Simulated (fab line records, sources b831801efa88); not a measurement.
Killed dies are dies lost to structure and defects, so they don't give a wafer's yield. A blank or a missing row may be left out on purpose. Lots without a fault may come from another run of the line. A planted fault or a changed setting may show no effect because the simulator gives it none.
Which tool did it? | flow sky130 | 14 lots, 42 wafers sampled, at 4 steps of a route of 708

WHAT THE GAUGES READ, wafer by wafer
SKY_LDD_P_OVL_MEAS_08. Usual: LDD_P_OVL 0.4 nm, standard deviation 1.2.
lot  | measured     | on         | LDD_P_OVL (nm) | flag
L527 | day 19 14:38 | overlay-01 | -0.6 -1.6 0.7  |
L528 | day 19 18:19 | overlay-02 | 0.5 -0.7 -0.4  |
L529 | day 19 21:20 | overlay-02 | -0.3 -0.5 -1.1 |
L531 | day 20 07:55 | overlay-01 | 0.3 0.0 -0.8   |
L533 | day 21 08:05 | overlay-02 | 0.9 2.9 2.8    |
L532 | day 21 10:42 | overlay-01 | -1.8 0.7 -1.1  |
L534 | day 21 13:56 | overlay-02 | 0.1 0.0 2.6    |
L535 | day 21 22:59 | overlay-01 | 0.0 2.1 0.3    |
L536 | day 22 10:38 | overlay-01 | 0.4 0.9 -0.8   |
L538 | day 23 15:16 | overlay-01 | -0.3 -0.2 -0.8 |
L540 | day 24 05:42 | overlay-02 | 1.5 -0.1 0.8   |
L541 | day 24 08:08 | overlay-02 | 1.0 1.6 1.6    |
L543 | day 24 21:36 | overlay-01 | -1.4 -2.3 -0.2 |
L549 | day 26 18:37 | overlay-02 | 0.3 2.6 1.9    |

SKY_LDD_LDN_OVL_MEAS_07. Usual: LDD_LDN_OVL 0.5 nm, standard deviation 1.2.
lot  | measured     | on         | LDD_LDN_OVL (nm) | flag
L527 | day 23 12:04 | overlay-02 | 0.5 1.1 1.8      |
L528 | day 23 15:25 | overlay-02 | 2.3 0.8 0.4      |
L529 | day 23 18:28 | overlay-01 | -1.1 -1.0 -1.1   |
L531 | day 24 03:49 | overlay-01 | 1.3 1.4 0.5      |
L533 | day 25 03:31 | overlay-01 | -0.1 1.0 -0.5    |
L532 | day 25 05:49 | overlay-02 | -0.2 0.4 1.4     |
L534 | day 25 09:02 | overlay-02 | 1.6 1.9 1.3      |
L535 | day 25 18:53 | overlay-02 | 0.6 1.9 2.1      |
L536 | day 26 04:07 | overlay-02 | 1.2 2.5 0.6      |
L538 | day 27 07:58 | overlay-01 | 0.1 0.7 1.1      |
L540 | day 27 21:16 | overlay-01 | 2.1 1.8 1.4      |
L541 | day 27 23:54 | overlay-01 | 0.3 2.6 1.2      |
L543 | day 28 14:13 | overlay-01 | -1.0 -2.3 -2.3   |
L549 | day 30 06:52 | overlay-01 | 0.6 1.0 1.8      |

SKY_SPACER_THK_MEAS_01. Usual: SPACER_CVD_00_THK 43.2 nm, standard deviation 0.37.
lot  | measured     | on            | SPACER_CVD_00_THK (nm) | flag
L527 | day 23 14:07 | film_metro-02 | 43.3 43.6 43.6         |
L528 | day 23 17:28 | film_metro-03 | 42.7 42.8 42.4         |
L529 | day 23 21:55 | film_metro-03 | 42.9 43.1 42.9         |
L531 | day 24 05:52 | film_metro-04 | 43.1 42.5 42.8         |
L533 | day 25 05:35 | film_metro-04 | 43.4 43.2 42.9         |
L532 | day 25 07:52 | film_metro-03 | 42.8 42.7 42.7         |
L534 | day 25 11:52 | film_metro-04 | 43.3 43.3 43.4         |
L535 | day 25 21:01 | film_metro-03 | 43.3 43.7 43.4         |
L536 | day 26 06:27 | film_metro-02 | 43.7 43.3 43.0         |
L538 | day 27 10:01 | film_metro-03 | 43.3 43.5 43.2         |
L540 | day 27 23:19 | film_metro-04 | 42.9 42.9 42.6         |
L541 | day 28 01:58 | film_metro-04 | 43.4 44.0 43.5         |
L543 | day 28 16:17 | film_metro-03 | 43.0 42.8 42.7         |
L549 | day 30 10:34 | film_metro-02 | 44.0 43.2 43.6         |

WHICH TOOL RAN EACH LOT (tool, then ch and the chambers of the sampled wafers, then the start)
lot  | SKY_LDD_LDN_DEVELOP_06
L527 | litho_track-01 ch 0, day 23 11:56
L528 | litho_track-02 ch 0, day 23 15:16
L529 | litho_track-03 ch 0, day 23 18:20
L531 | litho_track-02 ch 0, day 24 03:40
L533 | litho_track-02 ch 0, day 25 03:23
L532 | litho_track-02 ch 0, day 25 05:40
L534 | litho_track-02 ch 0, day 25 08:55
L535 | litho_track-03 ch 0, day 25 18:46
L536 | litho_track-02 ch 0, day 26 03:58
L538 | litho_track-01 ch 0, day 27 07:48
L540 | litho_track-02 ch 0, day 27 21:07
L541 | litho_track-01 ch 0, day 27 23:45
L543 | litho_track-01 ch 0, day 28 14:08
L549 | litho_track-02 ch 0, day 30 06:43
- SKY_LDD_LDN_DEVELOP_06: develop time 60 s.

WHAT THE TOOLS THEMSELVES READ (means of the sampled wafers that have a number; where no wafer has one, the mark that the record gives instead)
SKY_LDD_LDN_DEVELOP_06. Usual: developer_temp_C 22.98 C, standard deviation 0.11.
lot  | tool           | developer_temp_C (C) | flag
L527 | litho_track-01 | 22.95                |
L528 | litho_track-02 | 22.82                |
L529 | litho_track-03 | 22.95                |
L531 | litho_track-02 | 22.86                |
L533 | litho_track-02 | 22.95                |
L532 | litho_track-02 | 23.00                |
L534 | litho_track-02 | 23.01                |
L535 | litho_track-03 | 23.06                |
L536 | litho_track-02 | 22.88                |
L538 | litho_track-01 | 23.09                |
L540 | litho_track-02 | 23.03                |
L541 | litho_track-01 | 22.04                | OFF
L543 | litho_track-01 | 22.02                | OFF
L549 | litho_track-02 | 23.15                |

THE ANSWER, worked out from the rows above alone
Rule: a lot is off if the mean of its wafers that have a number lies more than 3 standard deviations from the usual mean. A lot without any number at a reading at which 4 lots or more have one is off too. The other lots that the step has rows for count as sound. The gauges are gone through in route order, then the tools' own readings, and for those a lot's mean is taken as printed above. The first step at which some lot is off is used, and at that step the reading that is off furthest; a lot without a number counts as furthest.
Off: L541, L543, at SKY_LDD_LDN_DEVELOP_06 (developer_temp_C).
A tool fits if, at that step or a process step before it, it ran every lot that is off, and no sound lot after the first of them. One fits: litho_track-01 at SKY_LDD_LDN_DEVELOP_06. Its last sound lot is L538 (day 27 07:48), its first lot that is off L541 (day 27 23:45): a fault that began between those two fits.
The tool's own readings at SKY_LDD_LDN_DEVELOP_06 bear it out: on the lots that are off they differ by more than 5 times the standard deviation of the sound lots' means. developer_temp_C reads 22.03 C there against 22.98 C on the sound lots.

WHAT THE SIMULATOR HAD PUT IN
Process parameter drift: litho_track-01, from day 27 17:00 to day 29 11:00, at SKY_LDD_LDN_DEVELOP_06. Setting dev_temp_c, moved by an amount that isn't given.
Lots struck among those shown: L541, L543. The rule above found the same.
